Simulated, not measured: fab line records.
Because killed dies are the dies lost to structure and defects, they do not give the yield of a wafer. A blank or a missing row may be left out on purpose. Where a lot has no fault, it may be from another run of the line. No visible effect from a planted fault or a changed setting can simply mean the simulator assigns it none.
Which tool was responsible? ; flow sky130 ; 12 lots with 34 wafers sampled at 6 steps, on a route of 708 steps

## WHAT THE GAUGES READ, wafer by wafer
SKY_POLY_CUT_CD_MEAS_08 targets a cd of 270 nm. Usual: cd_nm reads 270.0 nm (standard deviation 1).
lot;measured;on;cd_nm (nm);flag
L214;day 24 04:47;cd_sem-01;268.2 270.0 268.3;
L215;day 24 13:19;cd_sem-01;270.5 269.3 270.1;
L216;day 25 04:56;cd_sem-02;270.1 269.3 268.6;
L218;day 25 22:33;cd_sem-01;269.4 272.1 270.1;
L220;day 26 04:08;cd_sem-02;270.4 269.6 270.0;
L221;day 27 00:26;cd_sem-01;270.7 269.0 270.7;
L223;day 27 07:17;cd_sem-01;269.3 270.4 269.5;
L228;day 29 01:36;cd_sem-02;271.3 270.4 271.2;
L230;day 29 21:37;cd_sem-01;272.1;
L233;day 30 21:24;cd_sem-01;271.6 271.8 271.2;
L235;day 31 00:42;cd_sem-01;270.3 271.0 270.4;
L237;day 31 18:08;cd_sem-01;270.8 269.8 270.3;

SKY_SD_P_OVL_MEAS_08. Usual: SD_P_OVL typically reads 0.5 nm, with standard deviation 1.4.
lot;measured;on;SD_P_OVL (nm);flag
L214;day 25 10:07;overlay-02;1.1 0.8 0.3;
L215;day 25 18:56;overlay-02;2.4 -0.8 0.6;
L216;day 26 10:16;overlay-01;0.4 -0.7 -0.6;
L218;day 27 03:49;overlay-02;-2.1 -2.3 -1.6;
L220;day 27 09:41;overlay-02;-0.4 0.2 -0.9;
L221;day 28 05:25;overlay-01;1.1 -2.0 -0.4;
L223;day 28 11:16;overlay-01;0.4 1.6 -0.7;
L228;day 30 05:38;overlay-01;0.0 0.8 1.0;
L230;day 31 01:26;overlay-01;-2.2;
L233;day 32 01:22;overlay-01;3.6 1.6 1.1;
L235;day 32 04:49;overlay-02;-0.4 -1.0 0.8;
L237;day 32 20:46;overlay-02;1.4 1.7 2.0;

SKY_SD_N_RS_MEAS_16: uses a four-point probe to measure. Usual: SD_N_RS typically reads 68.51 ohm/sq, with standard deviation 0.16.
lot;measured;on;SD_N_RS (ohm/sq);flag
L214;day 27 20:43;film_metro-04;68.61 68.62 68.59;
L215;day 28 05:23;film_metro-03;68.28 68.40 68.47;
L216;day 28 20:10;film_metro-04;68.68 68.68 68.76;
L218;day 29 12:31;film_metro-04;68.71 68.56 68.66;
L220;day 29 17:45;film_metro-02;68.29 68.29 68.19;
L221;day 30 13:55;film_metro-02;68.49 68.40 68.55;
L223;day 30 19:35;film_metro-04;68.84 68.64 68.61;
L228;day 32 13:47;film_metro-03;68.25 68.42 68.31;
L230;day 33 08:26;film_metro-02;67.44;OFF
L233;day 34 07:45;film_metro-02;68.43 68.48 68.38;
L235;day 34 09:41;film_metro-02;68.62 68.48 68.54;
L237;day 35 01:49;film_metro-02;68.54 68.59 68.45;

SKY_SD_N_RS_MEAS_17: uses a four-point probe to measure. Usual: SD_P_RS typically reads 146.9 ohm/sq, with standard deviation 0.42.
lot;measured;on;SD_P_RS (ohm/sq);flag
L214;day 27 20:50;film_metro-04;147.3 147.2 147.0;
L215;day 28 05:31;film_metro-03;146.7 146.6 146.6;
L216;day 28 20:17;film_metro-04;147.2 147.6 147.5;
L218;day 29 12:38;film_metro-04;147.4 147.4 147.1;
L220;day 29 17:52;film_metro-02;146.6 146.6 146.8;
L221;day 30 14:02;film_metro-02;147.1 146.4 146.7;
L223;day 30 19:42;film_metro-04;148.0 147.4 147.4;
L228;day 32 13:54;film_metro-03;146.1 146.3 146.1;
L230;day 33 08:33;film_metro-02;142.6;OFF
L233;day 34 07:52;film_metro-02;146.2 146.9 146.7;
L235;day 34 09:48;film_metro-02;147.0 146.8 146.9;
L237;day 35 01:56;film_metro-02;147.0 147.2 146.9;

## WHICH TOOL RAN EACH LOT (tool, then ch and the chambers of the sampled wafers, then the start)
lot;SKY_SD_P_STRIP_10;SKY_SD_N_RTA_14
L214;plasma_asher-04 ch 0,1, day 25 10:17;rtp_anneal-02 ch 0, day 27 20:32
L215;plasma_asher-03 ch 0,1, day 25 19:07;rtp_anneal-01 ch 0, day 28 05:12
L216;plasma_asher-04 ch 0,1, day 26 10:29;rtp_anneal-02 ch 0, day 28 19:58
L218;plasma_asher-04 ch 0,1, day 27 03:59;rtp_anneal-02 ch 0, day 29 12:20
L220;plasma_asher-04 ch 0,1, day 27 09:53;rtp_anneal-02 ch 0, day 29 17:33
L221;plasma_asher-03 ch 0,1, day 28 05:35;rtp_anneal-01 ch 0, day 30 13:44
L223;plasma_asher-01 ch 0,1, day 28 11:28;rtp_anneal-01 ch 0, day 30 19:24
L228;plasma_asher-01 ch 0,1, day 30 05:50;rtp_anneal-02 ch 0, day 32 13:34
L230;plasma_asher-03 ch 0, day 31 01:38;rtp_anneal-02 ch 0, day 33 08:13
L233;plasma_asher-01 ch 0,1, day 32 01:32;rtp_anneal-01 ch 0, day 34 07:34
L235;plasma_asher-03 ch 0,1, day 32 05:01;rtp_anneal-01 ch 0, day 34 09:30
L237;plasma_asher-03 ch 0,1, day 32 20:56;rtp_anneal-01 ch 0, day 35 01:38
- SKY_SD_P_STRIP_10: strips in O2/N2.
- SKY_SD_N_RTA_14: time 2 s.

## WHAT THE TOOLS THEMSELVES READ (means of the sampled wafers that have a number; where no wafer has one, the mark that the record gives instead)
SKY_SD_P_STRIP_10. Usual: drypump_motor_current_A 5.6 A, standard deviation 0.38; oes_product_au 0.618 a.u., standard deviation 0.0042; strip_time_to_endpoint_s 17.49 s, standard deviation 0.041.
lot;tool;drypump_motor_current_A (A);oes_product_au (a.u.);strip_time_to_endpoint_s (s);flag
L214;plasma_asher-04;5.4;0.617;17.52;
L215;plasma_asher-03;5.7;0.619;17.43;
L216;plasma_asher-04;5.3;0.616;17.50;
L218;plasma_asher-04;5.4;0.615;17.49;
L220;plasma_asher-04;5.4;0.617;17.48;
L221;plasma_asher-03;5.4;0.615;17.44;
L223;plasma_asher-01;5.8;0.615;17.47;
L228;plasma_asher-01;5.8;0.616;17.51;
L230;plasma_asher-03;6.1;0.621;17.47;
L233;plasma_asher-01;5.8;0.615;17.48;
L235;plasma_asher-03;5.4;0.615;17.45;
L237;plasma_asher-03;5.3;0.617;17.52;

SKY_SD_N_RTA_14. Usual: chamber_o2_ppm 2.003, standard deviation 0.021; lamp_power_pct 15.73 %, standard deviation 0.052; wafer_temp_C_max 1078.1, standard deviation 1.3.
lot;tool;chamber_o2_ppm;lamp_power_pct (%);wafer_temp_C_max;flag
L214;rtp_anneal-02;1.987;15.71;1078.1;
L215;rtp_anneal-01;1.999;15.70;1078.9;
L216;rtp_anneal-02;2.027;15.68;1076.7;
L218;rtp_anneal-02;2.004;15.75;1079.0;
L220;rtp_anneal-02;2.001;15.73;1078.2;
L221;rtp_anneal-01;2.015;15.72;1077.5;
L223;rtp_anneal-01;1.974;15.74;1079.0;
L228;rtp_anneal-02;2.001;15.75;1077.5;
L230;rtp_anneal-02;2.020;15.79;1084.0;OFF
L233;rtp_anneal-01;1.988;15.71;1079.7;
L235;rtp_anneal-01;2.019;15.76;1077.7;
L237;rtp_anneal-01;1.995;15.74;1077.2;

## THE ANSWER, worked out from the rows above alone
Rule: take the mean of a lot's wafers that have a number; if it is more than 3 standard deviations from the usual mean, the lot is off. A lot without any number at a reading at which 4 lots or more have one is off too. The other lots that the step has rows for count as sound. First the gauges in route order, then the tools' own readings, where a lot's mean is used as printed above. The first step at which some lot is off is used, and at that step the reading that is off furthest; a lot without a number counts as furthest.
Off: L230, at SKY_SD_N_RS_MEAS_16 (SD_N_RS).
A tool fits if, at a process step before that reading, it ran every lot that is off, and no sound lot after the first of them. Not tried: the gauges at SKY_SD_N_RS_MEAS_16; whatever is off there is also off at SKY_SD_N_RTA_14, on other tools, and gauge error can't account for it. One candidate fits, namely rtp_anneal-02 at SKY_SD_N_RTA_14. Its last sound lot is L228 (day 32 13:34), its first lot that is off L230 (day 33 08:13): a fault that began between those two fits.
The tool's own readings at SKY_SD_N_RTA_14 bear it out: on the lots that are off they differ by more than 5 times the standard deviation of the sound lots' means. wafer_temp_C_max reads 1084.0 there against 1078.1 on the sound lots.

## WHAT THE SIMULATOR PUT IN
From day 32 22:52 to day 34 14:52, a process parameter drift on rtp_anneal-02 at SKY_SD_N_RTA_14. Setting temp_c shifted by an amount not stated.
Struck lots among those shown: L230. This agrees with what the rule above found.
